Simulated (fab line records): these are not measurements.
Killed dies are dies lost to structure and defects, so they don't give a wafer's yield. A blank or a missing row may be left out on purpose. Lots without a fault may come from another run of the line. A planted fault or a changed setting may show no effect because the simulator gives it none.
The same fault as seen by 2 desks ; flow sky130 ; every desk sees just its own numbers, and what lay behind them comes last

== METROLOGY DESK ==
What the gauges read for every lot (on any tool): the sampled wafers with a number, averaged. A lot is out of limits, marked OUT, if its mean lies more than 4 standard deviations from the usual mean; the brackets give that distance.
Columns: A = METAL2_ALCU_RS at SKY_METAL2_RS_MEAS_05, usual 0.1266 ohm/sq
lot;first seen here;A
L209;day 34 04:52;0.1267
L213;day 35 07:49;0.1264
L212;day 35 07:58;0.1287
L214;day 36 01:07;0.1264
L215;day 36 07:27;0.1281
L216;day 36 14:27;0.1247
L218;day 37 02:38;0.1268
L219;day 37 08:17;0.1245
L220;day 37 19:50;0.1278
L221;day 37 22:51;0.1262
L222;day 38 05:56;0.1269
L226;day 40 01:34;0.1258
L229;day 40 05:45;0.1288
L230;day 40 11:47;0.1278
Result from this desk: across the 14 lots, nothing is out of limits.

== FOR THE TOOL OWNER'S DESK: furnace-02 ==
The tool's own readings at SKY_NWELL_OXIDATION_01 (stabilise 600 s, purge 300 s, target thk 10 nm): means of the sampled wafers that have a number, for each lot that ran on this tool. A lot is out of limits, marked OUT, if its mean lies more than 4 standard deviations from the usual mean; the brackets give that distance.
Columns: A = spikeTcCentreC at SKY_NWELL_OXIDATION_01, usual 900.5 C; B = spikeTcUpperC at SKY_NWELL_OXIDATION_01, usual 899.5 C
lot;first seen here;A;B
L209;day 2 14:17;898.8;899.7
L215;day 3 19:58;898.8;899.9
L218;day 4 09:38;899.0;899.9
L220;day 4 20:29;899.7;899.3
L221;day 5 00:53;899.3;899.8
L222;day 5 05:13;899.8;899.2
L229;day 6 18:52;899.5;899.4
L230;day 6 23:07;899.7;899.5
Result from this desk: across the 8 lots, nothing is out of limits.

== BROUGHT TOGETHER ==
Nothing out of limits was seen by the metrology desk.
Nothing out of limits was seen by the tool owner's desk.

== WHAT THE SIMULATOR HAD INSERTED ==
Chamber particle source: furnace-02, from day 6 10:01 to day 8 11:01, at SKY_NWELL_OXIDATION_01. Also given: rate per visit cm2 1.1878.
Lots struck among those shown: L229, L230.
